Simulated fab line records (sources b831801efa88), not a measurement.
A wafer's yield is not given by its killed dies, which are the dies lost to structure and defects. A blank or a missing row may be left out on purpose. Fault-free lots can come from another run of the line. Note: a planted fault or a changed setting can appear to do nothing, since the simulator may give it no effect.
Chamber matching + flow sky130 + 4 sister chambers for SKY_FIELD_ISO_ETCH_15 on rieDiel-03
The step etches the open film in CHF3/O2, stops on Si, target depth 180 nm, time 72 s. 14 wafers are shown with their chamber, then 7 later ones without.

## EACH WAFER AND ITS CHAMBER
| wafer  | chamber | throttleValvePct (%) | oesProductAu (a.u.) |
|--------|---------|----------------------|---------------------|
| L074.1 | 0       | 8.842                | 0.948               |
| L074.2 | 3       | 8.837                | 0.948               |
| L074.3 | 1       | 8.848                | 0.943               |
| L074.4 | 3       | 8.841                | 0.937               |
| L074.5 | 0       | 8.848                | 0.949               |
| L074.6 | 1       | 8.844                | 0.952               |
| L079.2 | 1       | 8.838                | 0.948               |
| L079.3 | 0       | 8.849                | 0.959               |
| L079.4 | 2       | 8.852                | 0.949               |
| L080.1 | 1       | 8.844                | 0.956               |
| L080.2 | 0       | 8.851                | 0.958               |
| L080.4 | 3       | 8.859                | 0.965               |
| L086.4 | 3       | 8.838                | 0.942               |
| L086.5 | 0       | 8.842                | 0.948               |

SIGNATURES (means of the wafers above)
| reading          | chamber 0 | chamber 1 | chamber 2 | chamber 3 | scatter within a chamber |
|------------------|-----------|-----------|-----------|-----------|--------------------------|
| throttleValvePct | 8.84640   | 8.84350   | 8.85200   | 8.84375   | 0.00663                  |
| oesProductAu     | 0.95240   | 0.94975   | 0.94900   | 0.94800   | 0.00815                  |
Rule: a wafer lies at a distance from a chamber equal to the root of the sum of squares, over the readings, of (its reading less the chamber's mean, divided by the reading's scatter). The wafer belongs to the nearest chamber; if the next one is less than 2 further off, it can't be placed. The scatter: take each reading less its chamber's mean, square it, sum over the shown wafers, divide by the number of wafers less the number of chambers, and take the root.

## WAFERS MISSING THEIR CHAMBER
| wafer  | throttleValvePct (%) | oesProductAu (a.u.) |
|--------|----------------------|---------------------|
| L086.6 | 8.834                | 0.946               |
| L087.1 | 8.854                | 0.946               |
| L087.2 | 8.841                | 0.942               |
| L087.3 | 8.858                | 0.944               |
| L095.2 | 8.844                | 0.937               |
| L095.5 | 8.834                | 0.938               |
| L095.6 | 8.845                | 0.935               |

## EACH ONE'S CHAMBER
| wafer  | from the rows above               | in truth |
|--------|-----------------------------------|----------|
| L086.6 | can't be placed: 3 or 1 or 0 or 2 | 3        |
| L087.1 | can't be placed: 2 or 0 or 3 or 1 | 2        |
| L087.2 | can't be placed: 3 or 1 or 0 or 2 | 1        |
| L087.3 | can't be placed: 2 or 0 or 3 or 1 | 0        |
| L095.2 | can't be placed: 3 or 1 or 2 or 0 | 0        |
| L095.5 | can't be placed: 3 or 1 or 0 or 2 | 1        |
| L095.6 | can't be placed: 3 or 1 or 2 or 0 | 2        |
0 of 7 placed correctly. Unplaceable from these rows: 7, with the true chamber sitting among the candidates in 7. Number placed wrongly: 0.
